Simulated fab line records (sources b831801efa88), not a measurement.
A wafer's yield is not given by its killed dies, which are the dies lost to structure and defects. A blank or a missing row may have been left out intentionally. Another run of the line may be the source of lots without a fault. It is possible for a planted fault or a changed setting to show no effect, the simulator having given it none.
8D (eight disciplines) problem report, filled in by code + flow gf180mcu + the parts of the form that need people (team, actions taken, sign-off) are left out

## 1. WHAT WENT WRONG
Wafers without a fault read 89.24 s, standard deviation 0.12; run-length-s at GF_V4_SOFTBAKE_10 reads a mean of 100.17 s on 3 wafers belonging to 2 lots. Relative to the usual mean, that is a shift of +91 standard deviations.
The step: time 60 s.
First observed at day 28 19:00: wafer L448.2, on litho-track-04. The record has a number at this step for 40 wafers belonging to 14 lots. Rule for "out" (also "out of limits"): further than 4 standard deviations from the usual mean. All remaining wafers that have a number are taken as sound.

## 2. WHAT IT IS AND WHAT IT IS NOT
| question                    | is                     | is not                                                                                       |
|-----------------------------|------------------------|----------------------------------------------------------------------------------------------|
| which readings at this step | run-length-s           | -                                                                                            |
| which lots                  | L448, L450             | L434, L435, L436, L437, L438, L439, L440, L441, L453, L454, L456, L457                       |
| which wafers of those lots  | L448.2, L448.5, L450.2 | L450.4                                                                                       |
| read on which tools         | litho-track-04         | litho-track-02, litho-track-03                                                               |
| when                        | from day 28 19:00      | up to then (24 sound wafers); but 13 sound wafers of L450, L453, L454, L456, L457 came after |

## 3. THE SUSPECTS, EACH WITH WHAT RULES IT OUT
Counting: if a tool at a process step up to the reading ran every lot that is out, it stays a suspect. Sound lots after the first of them don't rule it out here, since some wafers of a struck lot are sound.
- litho-track-04 at GF_V4_SOFTBAKE_10 (time 60 s): kept. Every lot that is out went through it, the first being L448 (day 28 19:00); the last sound lot it ran before that was L441 (day 26 10:00). On those wafers its own readings are out: run-length-s.
After counting, what remains is litho-track-04 at GF_V4_SOFTBAKE_10.

## 4. THE CAUSE (what the simulator had put in)
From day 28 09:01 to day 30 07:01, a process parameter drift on litho-track-04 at GF_V4_SOFTBAKE_10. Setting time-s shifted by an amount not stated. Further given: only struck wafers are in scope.
This tool alone remained once counting was done.

## 5. THE CHAIN OF EFFECTS, in route order
Each row: a reading where the mean over the struck wafers with a number is more than 3 standard deviations away from the usual. Readings are gone through only where the record gives a usual standard deviation; hours: the median, over the lots, of the time from a lot's start at the first step in this table giving one to that lot's start at this step; sigmas: the change measured in usual standard deviations.
| hours | step              | reading      | usual   | on struck wafers | change | sigmas |
|-------|-------------------|--------------|---------|------------------|--------|--------|
| 0     | GF_V4_SOFTBAKE_10 | run-length-s | 89.24 s | 100.17           | +10.93 | +91    |
Its process steps:
- GF_V4_SOFTBAKE_10: time 60 s.

## 6. WHAT WOULD HAVE CAUGHT IT SOONER
First out-of-limits reading in this record: day 28 19:00, which is 10 hours after fault onset at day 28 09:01.
